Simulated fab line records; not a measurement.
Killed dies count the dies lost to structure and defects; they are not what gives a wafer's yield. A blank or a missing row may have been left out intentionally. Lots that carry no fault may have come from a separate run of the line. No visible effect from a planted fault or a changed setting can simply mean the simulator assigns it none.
fab line records | flow gf180mcu
record: lots: 5 | wafers: 23
route steps=602 shown TOP_METAL@571 PASSIVATION@599
startH: hours from the record's opening day to when the first of the lot's shown wafers began | waitH: hours from the lot's prior step to this one | " identical to the entry in the row above | L1.1+2: several wafers, shown together as one row | - no value, or no start was given | * or withheld: withheld | < > ~ a bound
route shown NAME@n: names a module that has steps shown in the file, with the first one's number in the route | usual: the fault-free wafers' mean and standard deviation | same: alike in all rows | chamber/n: place in a boat | sites: each site's reading | _std_site: standard deviation of those values | _edge_site: inner sites' mean taken away from outer sites' mean | radiusMm: how far each site lies from the wafer's centre | mask NAME#n: copy n | behind: the last tool/chamber to shape the wafer | hold: the reason the lot was held/the length of the hold in hours/how it ended | device: names the non-switching transistor (n, p or np) | end of line: tests of these same wafers at the route's end | a step given without rows: its recipe and nothing more | killed: dies that structure and defects cost at the first sort, which is not the same as the wafer's yield | map: a wafer's dies, x killed, . not, _ none there
set.NAME: the setting that was run; set.NAME@STEP: the one run at that earlier step | model.NAME: the simulator's own value behind a step, which no gauge read
lots run with intentionally changed settings; tables by step, rows by wafer
== steps ==
step: GF_TOP_METAL_SPUTTER_04
recipe: material: TiN | targetThkNm: 25 | powerW: 6500 | timeS: 20.8 | chamberPressurePa: 0.4
lot.wafer | tool          | chamber | startH | waitH | set.timeS | model.TiN_of_TOP_METAL_SPUTTER_04.thkNm
L074.1    | pvdSputter-04 | -       | 626.94 | 0.0   | 23.85     | 28.6
L074.2    | "             | -       | "      | "     | 20.8      | 24.97
L074.3    | "             | -       | "      | "     | 23.85     | 28.67
L074.4    | "             | -       | "      | "     | 20.8      | 24.77
L074.5    | "             | -       | "      | "     | 23.85     | 28.65
L075.2    | pvdSputter-04 | -       | 639.47 | 0.0   | 20.8      | 25.16
L075.3    | "             | -       | "      | "     | 19.89     | 23.96
L075.4    | "             | -       | "      | "     | 20.8      | 25.02
L075.5    | "             | -       | "      | "     | 19.89     | 23.99
L075.6    | "             | -       | "      | "     | 20.8      | 25.01
L082.1    | pvdSputter-03 | -       | 685.81 | 0.0   | 20.8      | 25.13
L082.2    | "             | -       | "      | "     | 20.8      | 24.87
L082.3    | "             | -       | "      | "     | 20.8      | 25.01
L082.4    | "             | -       | "      | "     | 20.8      | 24.78
L082.5    | "             | -       | "      | "     | 20.8      | 24.76
L084.1    | pvdSputter-01 | -       | 708.57 | 0.0   | 20.8      | 24.99
L084.2    | "             | -       | "      | "     | 20.8      | 25.02
L084.4    | "             | -       | "      | "     | 20.8      | 25.26
L084.5    | "             | -       | "      | "     | 20.8      | 24.89
L084.6    | "             | -       | "      | "     | 20.8      | 25.17
L085.1    | pvdSputter-03 | -       | 718.53 | 0.0   | 20.8      | 25.24
L085.3    | "             | -       | "      | "     | 20.8      | 24.85
L085.5    | "             | -       | "      | "     | 20.8      | 25.28
step: GF_TOP_METAL_EXPOSE_11
recipe: maskId: MetalTop | targetCdNm: 440 | na: 0.6 | sourceShape: conventional | sigmaOuter: 0.6 | doseMj: 170
lot.wafer      | tool            | chamber | startH | waitH | mask       | set.doseMj
L074.1+2+3+4+5 | ilineStepper-02 | 0       | -      | -     | MetalTop#0 | 170
L075.2+3       | ilineStepper-01 | 0       | -      | -     | MetalTop#0 | 170
L075.4+5+6     | "               | 0       | "      | "     | MetalTop#0 | 165.1
L082.1+2+3+4+5 | ilineStepper-01 | 0       | -      | -     | MetalTop#0 | 170
L084.1+4       | ilineStepper-01 | 0       | -      | -     | MetalTop#0 | 175.2
L084.2+5+6     | "               | 0       | "      | "     | MetalTop#0 | 170
L085.1+3+5     | ilineStepper-01 | 0       | -      | -     | MetalTop#0 | 170
step: GF_TOP_METAL_PEB_12
recipe: tempC: withheld | timeS: * | resist: NOVOLAK
step: GF_TOP_METAL_DEVELOP_13
recipe: developTimeS: 57.42 | devTempC: 23
lot.wafer | tool          | chamber | startH | waitH | set.doseMj@TOP_METAL_EXPOSE_11 | model.TOP_METAL.cdNm
L074.1    | lithoTrack-04 | 0       | 646.72 | 0.1   | 170                            | 444.9
L074.2+4  | "             | 0       | "      | "     | 170                            | 445.2
L074.3    | "             | 0       | "      | "     | 170                            | 445.5
L074.5    | "             | 0       | "      | "     | 170                            | 445.1
L075.2    | lithoTrack-04 | 0       | 658.84 | 0.1   | 170                            | 439.7
L075.3    | "             | 0       | "      | "     | 170                            | 439.9
L075.4    | "             | 0       | "      | "     | 165.1                          | 449.9
L075.5    | "             | 0       | "      | "     | 165.1                          | 447.3
L075.6    | "             | 0       | "      | "     | 165.1                          | 447
L082.1    | lithoTrack-04 | 0       | 704.07 | 0.1   | 170                            | 442.3
L082.2    | "             | 0       | "      | "     | 170                            | 441.1
L082.3    | "             | 0       | "      | "     | 170                            | 444.5
L082.4    | "             | 0       | "      | "     | 170                            | 445.1
L082.5    | "             | 0       | "      | "     | 170                            | 442.8
L084.1    | lithoTrack-04 | 0       | 726.22 | 0.1   | 175.2                          | 432.7
L084.2    | "             | 0       | "      | "     | 170                            | 440.7
L084.4    | "             | 0       | "      | "     | 175.2                          | 431.3
L084.5    | "             | 0       | "      | "     | 170                            | 440.1
L084.6    | "             | 0       | "      | "     | 170                            | 441.6
L085.1    | lithoTrack-02 | 0       | 735.90 | 0.1   | 170                            | 443.8
L085.3    | "             | 0       | "      | "     | 170                            | 442.3
L085.5    | "             | 0       | "      | "     | 170                            | 444.3
step: GF_TOP_METAL_CD_MEAS_14
recipe: targetCdNm: 440
usual: cdNm: 442.0/2.4
lot.wafer | tool     | chamber | startH | waitH | set.doseMj@TOP_METAL_EXPOSE_11 | cdNm
L074.1    | cdSem-02 | -       | 646.87 | 0.1   | 170                            | 444.8
L074.2    | "        | -       | "      | "     | 170                            | 445.2
L074.3    | "        | -       | "      | "     | 170                            | 445.5
L074.4    | "        | -       | "      | "     | 170                            | 445.1
L074.5    | "        | -       | "      | "     | 170                            | 444.8
L075.2    | cdSem-02 | -       | 658.99 | 0.1   | 170                            | 440.0
L075.3    | "        | -       | "      | "     | 170                            | 440.1
L075.4    | "        | -       | "      | "     | 165.1                          | 450.1
L075.5    | "        | -       | "      | "     | 165.1                          | 447.6
L075.6    | "        | -       | "      | "     | 165.1                          | 447.4
L082.1    | cdSem-01 | -       | 704.22 | 0.1   | 170                            | 442.1
L082.2    | "        | -       | "      | "     | 170                            | 441.2
L082.3    | "        | -       | "      | "     | 170                            | 444.7
L082.4    | "        | -       | "      | "     | 170                            | 445.1
L082.5    | "        | -       | "      | "     | 170                            | 442.9
L084.1    | cdSem-02 | -       | 726.37 | 0.1   | 175.2                          | 432.7
L084.2    | "        | -       | "      | "     | 170                            | 440.7
L084.4    | "        | -       | "      | "     | 175.2                          | 431.4
L084.5    | "        | -       | "      | "     | 170                            | 439.9
L084.6    | "        | -       | "      | "     | 170                            | 441.6
L085.1    | cdSem-02 | -       | 736.05 | 0.1   | 170                            | 443.9
L085.3    | "        | -       | "      | "     | 170                            | 442.5
L085.5    | "        | -       | "      | "     | 170                            | 444.2
step: GF_PASSIVATION_STRIP_12
recipe: chemistry: O2/N2 | powerW: 1400 | pressureMtorr: 1500 | platenTempC: 250 | o2FlowSccm: 3000 | n2FlowSccm: 300 | overashFraction: 0.5
usual: oesProductAu: 0.719/0.0045 | stripTimeToEndpointS: 34.98/0.2
lot.wafer | tool           | chamber | startH | waitH | set.pressureMtorr | oesProductAu | stripTimeToEndpointS
L074.1    | plasmaAsher-04 | 1       | 667.92 | 0.1   | 1334              | 0.702        | 36.55
L074.2    | "              | 0       | "      | "     | 1334              | 0.703        | 36.34
L074.3    | "              | 0       | "      | "     | 1334              | 0.696        | 36.31
L074.4    | "              | 1       | "      | "     | 1334              | 0.702        | 36.45
L074.5    | "              | 1       | "      | "     | 1334              | 0.704        | 36.09
L075.2    | plasmaAsher-02 | 0       | 679.94 | 0.1   | 1713              | 0.736        | 34.01
L075.3    | "              | 1       | "      | "     | 1713              | 0.737        | 34.04
L075.4    | "              | 0       | "      | "     | 1713              | 0.737        | 33.89
L075.5    | "              | 0       | "      | "     | 1713              | 0.737        | 34.02
L075.6    | "              | 1       | "      | "     | 1713              | 0.734        | 34.05
L082.1    | plasmaAsher-02 | 0       | 723.39 | 0.1   | 1373              | 0.712        | 36.07
L082.2    | "              | 1       | "      | "     | 1373              | 0.702        | 36.08
L082.3    | "              | 1       | "      | "     | 1373              | 0.703        | 35.97
L082.4    | "              | 0       | "      | "     | 1373              | 0.700        | 36.02
L082.5    | "              | 1       | "      | "     | 1373              | 0.697        | 35.91
L084.1    | plasmaAsher-04 | 0       | 745.09 | 0.1   | 1500              | 0.725        | 34.94
L084.2    | "              | 1       | "      | "     | 1500              | 0.722        | 35.34
L084.4    | "              | 0       | "      | "     | 1500              | 0.724        | 35.25
L084.5    | "              | 1       | "      | "     | 1500              | 0.723        | 35.25
L084.6    | "              | 0       | "      | "     | 1500              | 0.722        | 34.99
L085.1    | plasmaAsher-02 | 0       | 754.09 | 0.1   | 1500              | 0.720        | 35.28
L085.3    | "              | 0       | "      | "     | 1500              | 0.710        | 35.21
L085.5    | "              | 0       | "      | "     | 1500              | 0.718        | 35.15
== key ==
split: step: GF_TOP_METAL_SPUTTER_04 | setting: timeS | stated: 20.8 | by: wafer
response: step: GF_TOP_METAL_SPUTTER_04 | reading: model.TiN_of_TOP_METAL_SPUTTER_04.thkNm | change: +0.256 | per: 1% | r: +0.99
split: step: GF_TOP_METAL_EXPOSE_11 | setting: doseMj | stated: 170 | by: wafer
response: step: GF_TOP_METAL_DEVELOP_13 | reading: model.TOP_METAL.cdNm | change: -2.87 | per: 1% | r: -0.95
response: step: GF_TOP_METAL_CD_MEAS_14 | reading: cdNm | change: -2.87 | per: 1% | r: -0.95
split: step: GF_PASSIVATION_STRIP_12 | setting: pressureMtorr | stated: 1500 | by: lot
response: step: GF_PASSIVATION_STRIP_12 | reading: oesProductAu | change: +0.00143 | per: 1% | r: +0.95
response: step: GF_PASSIVATION_STRIP_12 | reading: stripTimeToEndpointS | change: * | per: 1% | r: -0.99
